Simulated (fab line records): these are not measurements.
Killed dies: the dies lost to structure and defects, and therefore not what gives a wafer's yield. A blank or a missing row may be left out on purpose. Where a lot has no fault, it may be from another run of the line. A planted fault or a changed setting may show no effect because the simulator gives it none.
Struck lot and sound lot, side by side | flow sky130 | 35 out of 708 route steps
Sound: wafers L749.1, L749.4, L749.6. Struck: wafers L730.2, L730.4, L730.6. The cause is named last.
Per side, at each step with rows, come the tool, then ch with its chambers, and then its first start. Under that, the readings that differ: sound wafers | struck wafers | difference of the means | sigmas: that difference in standard deviations of wafers without a fault.
alike: a reading whose means differ by less than 2 such deviations, as well as words and numbers matching on both sides. not compared: withheld readings; readings where some wafer has no value; bounds like >300 that might hide an equal value; numbers whose values overlap and for which the record gives no deviation.
A row with sigmas, a row that says differs or no value, or rows on one side alone: a step with any of these is where the two part. Numbers that don't overlap but have no deviation are shown without sigmas and don't part them. Lack of a reading on every wafer of one side parts them only where that side has two or more wafers.

first, 10 steps without rows for these wafers: SKY_GATE_OXIDE_COAT_05 (resist thk 1140 nm); SKY_GATE_OXIDE_SOFTBAKE_06 (time 60 s); SKY_GATE_OXIDE_EXPOSE_07 (exposes mask LVOM, target cd 600 nm); SKY_GATE_OXIDE_PEB_08; SKY_GATE_OXIDE_DEVELOP_09 (develop time 60 s); SKY_GATE_OXIDE_IMPLANT_11; SKY_GATE_OXIDE_WET_ETCH_12 (etches SiO2 in dHF, target depth 16.8 nm, time 336 s); SKY_GATE_OXIDE_STRIP_13 (strips in O2/N2); SKY_GATE_OXIDE_CLEAN_15 (cleans in SC1/SC2, time 150 s); SKY_GATE_OXIDE_OXIDATION_16 (stabilise 600 s, purge 300 s, target thk 3.57 nm).
SKY_POLY_GATE_CVD_00: deposits poly-Si, target thk 180 nm, time 720 s.
  sound on lpcvd-01 ch 0, day 23 03:43; struck on lpcvd-01 ch 1, day 15 06:27
  reading                                       | sound             | struck            | difference | sigmas
  model.poly-Si_of_POLY_GATE_CVD_00.thk_nm (nm) | 181.3 181.6 182.6 | 125.7 124.4 123.9 | -57.2      |
  alike: spike_tc_centre_C
SKY_POLY_GATE_THK_MEAS_01:
  struck on film_metro-03, day 15 07:53; sound on film_metro-02, day 23 05:31
  reading                   | sound             | struck            | difference | sigmas
  POLY_GATE_CVD_00_THK (nm) | 181.2 181.6 182.5 | 125.7 124.4 123.9 | -57.1      | -36
  not compared: hold
then, 8 steps without rows for these wafers: SKY_RES_PROTECT_HMDS_01 (prime time 60 s); SKY_RES_PROTECT_COAT_02 (resist thk 1140 nm); SKY_RES_PROTECT_SOFTBAKE_03 (time 60 s); SKY_RES_PROTECT_EXPOSE_04 (exposes mask RPM, target cd 1270 nm); SKY_RES_PROTECT_PEB_05; SKY_RES_PROTECT_DEVELOP_06 (develop time 60 s); SKY_POLY_GATE_IMPLANT_02; SKY_RES_PROTECT_STRIP_07 (strips in O2/N2).
SKY_RES_PROTECT_CLEAN_09: cleans in SC1/SC2, time 150 s.
  sound on wet_bench-04 ch 1, day 24 11:01; struck on wet_bench-02 ch 3, day 16 11:22
  reading                                       | sound           | struck            | difference | sigmas
  model.poly-Si_of_POLY_GATE_CVD_00.thk_nm (nm) | 180.6 181 181.9 | 125.1 123.8 123.3 | -57.1      |
then, 11 steps without rows for these wafers: SKY_POLY_GATE_CVD_03 (deposits Si3N4 from DCS/NH3, target thk 75 nm, time 1290 s); SKY_POLY_GATE_DEHYDRATE_05 (time 60 s); SKY_POLY_GATE_HMDS_06 (prime time 60 s); SKY_POLY_GATE_COAT_07 (resist thk 110 nm); SKY_POLY_GATE_COAT_08 (resist thk 450 nm); SKY_POLY_GATE_SOFTBAKE_09 (time 90 s); SKY_POLY_GATE_EXPOSE_10 (exposes mask P1M, target cd 150 nm); SKY_POLY_GATE_PEB_11; SKY_POLY_GATE_DEVELOP_12 (develop time 60 s); SKY_POLY_GATE_ETCH_15 (etches BARC in N2/H2, stops on SiO2, time 118.5 s, target depth 110 nm); SKY_POLY_GATE_ETCH_16 (etches Si3N4 in CH3F/O2, stops on poly-Si, time 147.5 s, target depth 75 nm).
SKY_POLY_GATE_ETCH_17: etches poly-Si in HBr/Cl2, stops on SiO2, target depth 180 nm, time 70.5 s.
  sound on rie_si-02 ch 0,1,2, day 25 18:34; struck on rie_si-02 ch 0,1, day 17 17:16
  reading                               | sound             | struck            | difference | sigmas
  oes_product_au (a.u.)                 | 0.985 0.994 0.991 | 0.769 0.764 0.771 | -0.222     | -33
  model.etch.depth_nm (nm)              | 178.5 181 177.6   | 125.1 123.8 123.3 | -55.0      |
  model.POLY_GATE.feature_depth_nm (nm) | 178.5 181 177.6   | 125.1 123.8 123.3 | -55.0      |
  alike: drypump_motor_current_A, rf_fwd_power_W, throttle_valve_pct
  not compared: rf_hours_counter_h
then, 1 step without rows for these wafers: SKY_POLY_GATE_STRIP_18 (strips in O2/N2).
-- here the record skips 29 days between the struck wafers' starts before and after, leaving off in module POLY_GATE and picking up in module PAD_OPEN (first step shown: number 708 of the route) --
SKY_PAD_OPEN_PROBE_99:
  struck on prober-01, day 46 11:58; sound on prober-02, day 51 14:28
  reading                              | sound             | struck            | difference | sigmas
  model.etest.res_xhigh_po.line_ohm_um | 5667 5832 5856    | 5394 5306 5318    | -446       |
  model.etest.res_high_po.line_ohm_um  | 743.3 757.2 761.2 | 970.9 982.2 987.6 | +226.3     |
  model.etest.res_poly.line_ohm_um     | 521.3 536.3 517.5 | 717.8 699.2 721.3 | +187.7     |
  model.etest.res_xhigh_po.rs_ohm_sq   | 1990 2044 2018    | 1898 1862 1895    | -132       |
  model.etest.res_high_po.rs_ohm_sq    | 259.7 262.3 262.8 | 344.1 343.4 348.8 | +83.8      |
  model.etest.licon_high_po.rc_ohm     | 363.5 366.7 354.9 | 330.7 326.8 319.5 | -36.0      |
  model.etest.res_poly.rs_ohm_sq       | 48.82 49.28 48.88 | 67.17 68.02 68.01 | +18.74     |
  alike: killed_at_M0_to_M3, killed_at_M4_up, killed_at_contacts, killed_at_front_end, killed_at_other, killed_dies, killed_open, killed_short
  not compared: model.etest.tip_sonos.rs_ohm_sq

== WHERE THEY PART ==
Last at SKY_POLY_GATE_ETCH_17 as far as this record goes, first at SKY_POLY_GATE_THK_MEAS_01. Later steps at which nothing parts them and some readings are alike: SKY_PAD_OPEN_PROBE_99.

WHY: whatever the simulator had introduced
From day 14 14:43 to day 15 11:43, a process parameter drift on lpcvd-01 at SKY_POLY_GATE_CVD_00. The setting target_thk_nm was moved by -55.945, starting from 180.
